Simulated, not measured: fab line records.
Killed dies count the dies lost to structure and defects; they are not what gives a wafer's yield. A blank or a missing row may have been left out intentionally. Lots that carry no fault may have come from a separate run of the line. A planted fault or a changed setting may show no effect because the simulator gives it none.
The same fault as seen by 2 desks || flow sky130 || what lay behind the numbers comes last; until then each desk has only its own

== METROLOGY DESK ==
What the gauges read for every lot (on any tool): the sampled wafers with a number, averaged. If a lot's mean is further than 4 standard deviations from the usual mean, the lot is out of limits and carries the mark OUT (the distance appears in the brackets).
Columns: A = FIELD_ISO_CVD_24_THK at SKY_FIELD_ISO_THK_MEAS_25, usual 590 nm; B = PWDE_TW at SKY_PWDE_TW_MEAS_10, usual 373.3; C = VT_ADJUST_LVTN_TW at SKY_VT_ADJUST_LVTN_TW_MEAS_10, usual 242.5
{"lot": "L286", "first seen here": "day 2 08:29", "A": 592, "B": 375.4, "C": 245.3}
{"lot": "L287", "first seen here": "day 2 15:20", "A": 586, "B": 369.3, "C": 245.4}
{"lot": "L288", "first seen here": "day 2 18:30", "A": 586, "B": 375.5, "C": 241.7}
{"lot": "L289", "first seen here": "day 2 22:09", "A": 593, "B": 376.4, "C": 239.0}
{"lot": "L290", "first seen here": "day 3 05:29", "A": 596, "B": 370.4, "C": 244.9}
{"lot": "L291", "first seen here": "day 3 08:11", "A": 585, "B": 377.5, "C": 239.5}
{"lot": "L293", "first seen here": "day 3 18:22", "A": 584, "B": 372.9, "C": 244.1}
{"lot": "L295", "first seen here": "day 4 07:58", "A": 600, "B": 377.2, "C": 241.6}
{"lot": "L299", "first seen here": "day 5 03:26", "A": 590, "B": 375.3, "C": "29.7 (-97) OUT"}
{"lot": "L305", "first seen here": "day 6 09:15", "A": 587, "B": 373.1, "C": 241.5}
{"lot": "L306", "first seen here": "day 6 15:00", "A": 605, "B": 372.8, "C": 240.6}
{"lot": "L308", "first seen here": "day 7 00:43", "A": 593, "B": 374.2, "C": 244.8}
{"lot": "L309", "first seen here": "day 7 06:27", "A": 590, "B": 374.2, "C": 239.7}
This desk finds L299 out of limits, with the earliest case on L299 at day 10 09:19 (VT_ADJUST_LVTN_TW at SKY_VT_ADJUST_LVTN_TW_MEAS_10). Within limits: L286, L287, L288, L289, L290, L291, L293, L295, L305, L306, L308, L309.

== AT THE TOOL OWNER'S DESK: plasma_asher-04 ==
The tool's own readings at SKY_VT_ADJUST_HVTP_STRIP_10 (strips in O2/N2): means of the sampled wafers that have a number, for each lot that ran on this tool. If a lot's mean is further than 4 standard deviations from the usual mean, the lot is out of limits and carries the mark OUT (the distance appears in the brackets).
Columns: A = drypump_motor_current_A at SKY_VT_ADJUST_HVTP_STRIP_10, usual 5.4 A; B = oes_product_au at SKY_VT_ADJUST_HVTP_STRIP_10, usual 0.716 a.u.; C = strip_time_to_endpoint_s at SKY_VT_ADJUST_HVTP_STRIP_10, usual 14.17 s
{"lot": "L286", "first seen here": "day 6 04:26", "A": 5.3, "B": 0.717, "C": 14.15}
{"lot": "L287", "first seen here": "day 6 11:46", "A": 5.1, "B": 0.714, "C": 14.18}
{"lot": "L289", "first seen here": "day 6 20:16", "A": 5.3, "B": 0.714, "C": 14.15}
{"lot": "L293", "first seen here": "day 7 19:17", "A": 5.1, "B": 0.710, "C": 14.21}
{"lot": "L299", "first seen here": "day 9 10:58", "A": 5.3, "B": "0.940 (+50) OUT", "C": "-"}
{"lot": "L308", "first seen here": "day 11 20:19", "A": 5.3, "B": 0.711, "C": 14.20}
This desk finds L299 out of limits, L299 being first, at day 9 10:58 (oes_product_au at SKY_VT_ADJUST_HVTP_STRIP_10). Within limits: L286, L287, L289, L293, L308.

== ALL TOGETHER ==
An alarm could have come from the tool owner's desk at day 9 10:58, on L299.
On L299, the metrology desk was in a position to raise an alarm at day 10 09:19.
SKY_VT_ADJUST_HVTP_STRIP_10 was run on plasma_asher-04 by each of the lots named.

== WHAT THE SIMULATOR HAD INSERTED ==
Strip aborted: plasma_asher-04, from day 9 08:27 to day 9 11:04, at SKY_VT_ADJUST_HVTP_STRIP_10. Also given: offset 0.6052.
Shown lots that were struck: L299.
Fault start to first reading out of limits, in hours, per desk: tool owner, 3; metrology, 25.
